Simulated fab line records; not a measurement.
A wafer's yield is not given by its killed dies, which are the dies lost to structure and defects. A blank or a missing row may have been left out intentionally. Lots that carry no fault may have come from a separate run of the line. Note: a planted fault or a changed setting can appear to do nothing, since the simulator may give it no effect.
The tool behind it: which one?	flow gf180mcu	Sampling: 12 lots, 36 wafers, 4 of 602 route steps

## WHAT THE GAUGES SHOWED, per wafer
GF_MIM_THK_MEAS_06.
lot	measured	on	MIM_CVD_05_THK (nm)
L075	day 24 16:40	film_metro-04	42.4 41.9 42.4
L077	day 25 11:44	film_metro-04	42.1 40.5 41.4
L079	day 26 04:14	film_metro-04	41.0 42.0 41.8
L081	day 26 21:14	film_metro-04	41.7 41.6 42.3
L083	day 27 14:10	film_metro-03	41.3 41.1 41.4
L085	day 28 00:27	film_metro-02	41.2 41.6 42.3
L087	day 28 18:08	film_metro-03	41.3 41.1 42.7
L089	day 29 08:55	film_metro-02	41.6 41.1 41.9
L091	day 29 21:56	film_metro-03	42.3 40.9 42.1
L093	day 30 06:16	film_metro-02	41.9 42.0 42.4
L095	day 30 21:00	film_metro-04	41.2 41.6 42.2
L097	day 31 11:45	film_metro-02	42.2 42.2 41.8

## EACH LOT AND THE TOOL THAT RAN IT (in order: tool; ch and the chambers of the sampled wafers; start)
lot	GF_M3_STRIP_17	GF_V3_STRIP_18	GF_V4_SPUTTER_21
L075	plasma_asher-03 ch 0,1, day 21 13:58	plasma_asher-03 ch 0,1, day 22 14:41	pvd_sputter-02, day 24 15:43
L077	plasma_asher-04 ch 0,1, day 22 10:58	plasma_asher-04 ch 0,1, day 23 11:50	pvd_sputter-02, day 25 10:46
L079	plasma_asher-03 ch 0,1, day 23 04:46	plasma_asher-04 ch 0,1, day 24 04:38	pvd_sputter-01, day 26 03:15
L081	plasma_asher-01 ch 0,1, day 24 00:34	plasma_asher-03 ch 0,1, day 24 23:29	pvd_sputter-01, day 26 20:16
L083	plasma_asher-04 ch 0,1, day 24 17:37	plasma_asher-04 ch 0,1, day 25 16:29	pvd_sputter-02, day 27 13:13
L085	plasma_asher-04 ch 0,1, day 25 05:06	plasma_asher-02 ch 0,1, day 26 03:43	pvd_sputter-01, day 27 23:28
L087	plasma_asher-03 ch 0,1, day 25 23:52	plasma_asher-03 ch 0,1, day 26 22:01	pvd_sputter-02, day 28 17:10
L089	plasma_asher-03 ch 0,1, day 26 16:28	plasma_asher-03 ch 0,1, day 27 14:05	pvd_sputter-01, day 29 07:58
L091	plasma_asher-04 ch 0,1, day 27 04:54	plasma_asher-02 ch 0,1, day 28 01:41	pvd_sputter-04, day 29 19:04
L093	plasma_asher-04 ch 0,1, day 27 15:33	plasma_asher-02 ch 0, day 28 12:17	pvd_sputter-02, day 30 05:13
L095	plasma_asher-04 ch 1, day 28 07:58	plasma_asher-03 ch 0,1, day 29 03:53	pvd_sputter-04, day 30 20:02
L097	plasma_asher-04 ch 0,1, day 28 22:33	plasma_asher-04 ch 0,1, day 29 18:40	pvd_sputter-01, day 31 10:28
- GF_M3_STRIP_17: strips in O2/N2.
- GF_V3_STRIP_18: strips in O2/N2.
- GF_V4_SPUTTER_21: material Ti, target thk 15 nm, time 80.02 s.

## THE ANSWER, worked out from the rows above alone
Rule: usual is defined by the lots themselves. Put in order of their means at a reading, lots are off if they are a third of the lots or fewer, leave a main group of 4 or more, and stand apart from it by a gap of 3 or more times the standard deviation of the main group's means; of several such gaps the widest counts. A main group is skipped when, at the precision printed for the reading in the tables above, its means are all equal. Also off: a lot with no number at a reading for which 4 or more lots have one. The other lots that the step has rows for count as sound.
No lot is off on any of the readings shown, so nothing can be concluded from this.

## WHAT THE SIMULATOR HAD INSERTED
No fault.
